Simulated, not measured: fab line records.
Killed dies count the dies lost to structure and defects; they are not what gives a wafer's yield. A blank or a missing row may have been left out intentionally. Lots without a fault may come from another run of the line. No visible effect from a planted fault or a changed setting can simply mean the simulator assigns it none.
8D (eight disciplines) problem report, filled in by code :: flow gf180mcu :: the parts of the form that need people (team, actions taken, sign-off) are left out

1. THE ISSUE
Wafers without a fault read 2999.4 rpm, standard deviation 1.8; spin_speed_rpm at GF_HV_LDD_COAT_02 reads a mean of 3085.1 rpm on 6 wafers belonging to 2 lots. Measured from the usual mean, that is +48 standard deviations.
The step: resist thk 1000 nm.
First observed at day 12 23:18: wafer L877.1, on litho_track-01. The record holds 39 wafers of 13 lots with a number at this step. The rule behind "out" and "out of limits": a value lying over 4 standard deviations away from the usual mean. All remaining wafers that have a number are taken as sound.

2. WHAT IT IS, WHAT IT ISN'T
question: which readings at this step
is: spin_speed_rpm
is not: -

question: which lots
is: L877, L881
is not: L866, L867, L868, L869, L870, L871, L872, L880, L886, L887, L889

question: which wafers of those lots
is: all that have a number
is not: -

question: read on which tools
is: litho_track-01
is not: litho_track-03, litho_track-04

question: when
is: from day 12 23:18
is not: up to then (21 sound wafers); but 12 sound wafers of L880, L886, L887, L889 came after

3. SUSPECTS, AND WHAT RULES EACH OUT
Counting: a tool at a process step up to the reading stays a suspect if it ran every lot that is out and no sound lot after the first of them.
- litho_track-01 at GF_HV_LDD_COAT_02 (resist thk 1000 nm): kept. All lots that are out passed through it, beginning with L877 at day 12 23:18, and no sound lot followed; its final sound lot before that point was L872 at day 11 08:34. Its own spin_speed_rpm readings are out on those wafers.
After counting, what remains is litho_track-01 at GF_HV_LDD_COAT_02.

4. THE CAUSE (what the simulator had put in)
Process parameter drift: litho_track-01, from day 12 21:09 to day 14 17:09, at GF_HV_LDD_COAT_02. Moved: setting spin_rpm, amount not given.
After counting, this tool was the only one left.

5. THE EFFECT CHAIN, in route order
One row per reading whose mean, taken over the struck wafers that have a number, lies over 3 standard deviations from the usual. Only readings whose record carries a usual standard deviation are examined. hours: median over the lots of the time between each lot's start at the first step of this table that gives one and its start at this step. sigmas: the change, counted in usual standard deviations.
hours: 0
step: GF_HV_LDD_COAT_02
reading: spin_speed_rpm
usual: 2999.4 rpm
on struck wafers: 3085.1
change: +85.7
sigmas: +48

hours: 11
step: GF_HV_LDD_STRIP_10
reading: strip_time_to_endpoint_s
usual: 12.62 s
on struck wafers: 12.47
change: -0.15
sigmas: -3.6
The process steps in it:
- GF_HV_LDD_COAT_02: resist thk 1000 nm.
- GF_HV_LDD_STRIP_10: strips in O2/N2.
Later measuring or inspecting steps at which every struck wafer that the step has a row for has a number for every such reading, and none has moved that far: GF_HV_LDD_CD_MEAS_07, GF_HV_LDD_CD_MEAS_19.

6. HOW IT WOULD HAVE BEEN CAUGHT EARLIER
First out-of-limits reading in this record: day 12 23:18, which is 2 hours after fault onset at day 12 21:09.
